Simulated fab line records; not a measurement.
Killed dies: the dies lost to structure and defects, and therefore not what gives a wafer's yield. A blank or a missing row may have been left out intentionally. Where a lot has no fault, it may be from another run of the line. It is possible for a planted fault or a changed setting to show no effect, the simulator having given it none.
Chamber matching | flow sky130 | 4 sister chambers for SKY_METAL4_ETCH_17 on rie-diel-01
The step etches SiO2 in C4F8/O2/Ar, stops on TiN, time 3.9 s, target depth 15 nm. 4 wafers are shown with their chamber, then 8 later ones without.

== WAFERS, EACH WITH ITS CHAMBER ==
wafer  | chamber | oes-product-au (a.u.)
L090.1 | 0       | 0.747
L090.2 | 1       | 0.753
L090.3 | 3       | 0.745
L090.4 | 2       | 0.754

== WAFERS WHOSE CHAMBER IS MISSING ==
wafer  | oes-product-au (a.u.)
L090.5 | 0.755
L090.6 | 0.749
L091.1 | 0.744
L091.2 | 0.740
L091.3 | 0.746
L091.4 | 0.749
L091.5 | 0.750
L091.6 | 0.747

== CHAMBER TAKEN BY EACH ==
wafer  | from the rows above               | in truth
L090.5 | can't be placed: 2 or 1           | 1
L090.6 | can't be placed: 0 or 1 or 3 or 2 | 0
L091.1 | can't be placed: 3 or 0           | 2
L091.2 | can't be placed: 3 or 0           | 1
L091.3 | can't be placed: 0 or 3           | 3
L091.4 | can't be placed: 0 or 1 or 3 or 2 | 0
L091.5 | can't be placed: 0 or 1 or 2 or 3 | 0
L091.6 | can't be placed: 0 or 3           | 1
Correct placement for 0 of the 8. Can't be placed from these rows: 8 (the true chamber is among the candidates in 5). Wrongly placed: 0.
How it was worked out, from the rows above alone: a wafer's distance from a chamber is the root of the sum, over the readings, of the square of ((its reading less the chamber's mean) divided by the reading's scatter). If the next closest chamber is less than 2 further off than the closest, the wafer can't be placed; otherwise it belongs to the closest. The mean given for a chamber averages the wafers shown for that chamber. The scatter: root of mean squared gap, hidden wafer to nearest shown wafer, with one shown wafer a chamber.
